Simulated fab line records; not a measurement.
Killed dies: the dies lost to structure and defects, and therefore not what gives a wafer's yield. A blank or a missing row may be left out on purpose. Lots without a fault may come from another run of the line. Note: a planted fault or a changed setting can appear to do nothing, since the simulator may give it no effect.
Which of the tools did it?	flow gf180mcu	45 wafers from 15 lots sampled at 4 of the route's 602 steps

## WHAT THE GAUGES READ, wafer by wafer
GF_CONTACT_THK_MEAS_03.
lot	measured	on	CONTACT_CVD_02_THK (nm)
L309	day 15 03:47	filmMetro-02	831 858 870
L310	day 15 20:34	filmMetro-02	848 857 860
L312	day 16 04:53	filmMetro-04	843 865 860
L311	day 16 06:56	filmMetro-02	875 878 872
L316	day 17 21:40	filmMetro-04	857 843 856
L318	day 18 13:05	filmMetro-03	837 854 863
L319	day 19 02:44	filmMetro-03	828 854 843
L325	day 20 19:43	filmMetro-03	855 869 864
L326	day 21 13:37	filmMetro-03	873 873 873
L327	day 21 16:00	filmMetro-04	825 838 837
L328	day 21 18:52	filmMetro-02	854 866 876
L329	day 22 04:18	filmMetro-03	839 836 845
L330	day 23 07:45	filmMetro-02	848 840 856
L331	day 23 10:44	filmMetro-03	858 841 855
L332	day 23 13:37	filmMetro-03	853 857 858

GF_V1_BOW_MEAS_05.
lot	measured	on	V1_BOW (um)
L309	day 17 04:13	filmMetro-03	73 91 86
L310	day 17 21:36	filmMetro-02	94 87 91
L312	day 18 06:22	filmMetro-01	92 84 85
L311	day 18 08:32	filmMetro-01	90 77 85
L316	day 20 01:31	filmMetro-01	82 87 80
L318	day 20 16:56	filmMetro-01	80 82 77
L319	day 21 06:20	filmMetro-03	98 97 92
L325	day 22 21:47	filmMetro-01	61 59 50
L326	day 23 15:43	filmMetro-02	58 55 54
L327	day 23 18:10	filmMetro-03	50 57 46
L328	day 23 20:25	filmMetro-02	97 84 84
L329	day 24 05:54	filmMetro-01	85 92 77
L330	day 25 10:33	filmMetro-03	80 81 74
L331	day 25 10:41	filmMetro-02	92 73 77
L332	day 25 13:43	filmMetro-01	90 85 87

## TOOL THAT RAN EACH LOT (tool first, then ch and the chambers of the sampled wafers, then the start)
lot	GF_M1_SPUTTER_00	GF_V1_CVD_00
L309	pvdSputter-04, day 16 03:43	hdpcvd-01 ch 0,1, day 17 03:32
L310	pvdSputter-04, day 16 20:51	hdpcvd-02 ch 0,2, day 17 20:55
L312	pvdSputter-02, day 17 05:07	hdpcvd-02 ch 0,1, day 18 05:43
L311	pvdSputter-02, day 17 07:22	hdpcvd-02 ch 1,2, day 18 07:58
L316	pvdSputter-04, day 18 23:39	hdpcvd-02 ch 0,2, day 20 00:55
L318	pvdSputter-01, day 19 14:47	hdpcvd-02 ch 1,2, day 20 16:20
L319	pvdSputter-02, day 20 04:51	hdpcvd-01 ch 0,2, day 21 05:46
L325	pvdSputter-02, day 21 21:06	hdpcvd-01 ch 0,1,2, day 22 21:13
L326	pvdSputter-01, day 22 14:43	hdpcvd-01 ch 1,2, day 23 15:06
L327	pvdSputter-04, day 22 17:33	hdpcvd-01 ch 1,2, day 23 17:34
L328	pvdSputter-01, day 22 20:13	hdpcvd-01 ch 1,2, day 23 19:48
L329	pvdSputter-02, day 23 05:52	hdpcvd-02 ch 0,1, day 24 05:19
L330	pvdSputter-04, day 24 08:28	hdpcvd-01 ch 0,2, day 25 09:59
L331	pvdSputter-04, day 24 11:00	hdpcvd-02 ch 0,1,2, day 25 10:07
L332	pvdSputter-01, day 24 13:57	hdpcvd-02 ch 0,1,2, day 25 12:52
- GF_M1_SPUTTER_00: material Ti, target thk 37.5 nm, time 150 s.
- GF_V1_CVD_00: deposits SiO2, target thk 600 nm, time 100 s.

## WHAT THE TOOLS THEMSELVES READ (means of the sampled wafers that have a number; where no wafer has one, the mark that the record gives instead)
GF_M1_SPUTTER_00.
lot	tool	throttleValvePct (%)
L309	pvdSputter-04	30.7
L310	pvdSputter-04	31.5
L312	pvdSputter-02	30.9
L311	pvdSputter-02	30.8
L316	pvdSputter-04	31.4
L318	pvdSputter-01	30.1
L319	pvdSputter-02	29.9
L325	pvdSputter-02	29.6
L326	pvdSputter-01	30.3
L327	pvdSputter-04	31.0
L328	pvdSputter-01	30.3
L329	pvdSputter-02	29.8
L330	pvdSputter-04	31.1
L331	pvdSputter-04	30.8
L332	pvdSputter-01	30.0

GF_V1_CVD_00.
lot	tool	pressureMtorr (mTorr)	runLengthS (s)	sih4FlowSccm (sccm)
L309	hdpcvd-01	6.006	127.8	59.93
L310	hdpcvd-02	5.987	127.6	59.80
L312	hdpcvd-02	5.996	127.4	60.08
L311	hdpcvd-02	6.007	127.2	60.14
L316	hdpcvd-02	6.007	128.0	59.92
L318	hdpcvd-02	5.996	127.5	59.91
L319	hdpcvd-01	5.996	128.1	59.89
L325	hdpcvd-01	-	-	-
L326	hdpcvd-01	-	-	-
L327	hdpcvd-01	-	-	-
L328	hdpcvd-01	5.997	128.9	59.81
L329	hdpcvd-02	5.995	127.7	60.04
L330	hdpcvd-01	6.009	128.4	59.96
L331	hdpcvd-02	6.012	127.4	59.86
L332	hdpcvd-02	6.004	127.5	59.77

## THE ANSWER, worked out from the rows above alone
Rule: the lots themselves supply what counts as usual. The widest of any qualifying gaps counts: lots, ordered by their means at a reading, are off when they make up no more than a third of the lots, leave a main group of 4 or more, and stand apart from it by 3 or more times the standard deviation of that group's means. A main group whose means are all the same, to the digits that the tables above print for the reading, isn't used. Also off: a lot with no number at a reading for which 4 or more lots have one. Where the step has rows for the other lots, those lots are counted as sound. The gauges are gone through in route order, then the tools' own readings, and for those a lot's mean is taken as printed above. At the first step where some lot is off, the reading lying furthest off is the one used; lots without a number count as furthest.
Off: L325, L326, L327, at GF_V1_BOW_MEAS_05 (V1_BOW). The main group: mean 85 um, standard deviation 4.7.
A tool fits if, at a process step before that reading, it ran every lot that is off, and no sound lot after the first of them. Not tried: the gauges at GF_V1_BOW_MEAS_05; whatever is off there is also off at GF_V1_CVD_00, on other tools, and gauge error can't account for it. None of those tried fits.

## WHAT THE SIMULATOR PUT IN
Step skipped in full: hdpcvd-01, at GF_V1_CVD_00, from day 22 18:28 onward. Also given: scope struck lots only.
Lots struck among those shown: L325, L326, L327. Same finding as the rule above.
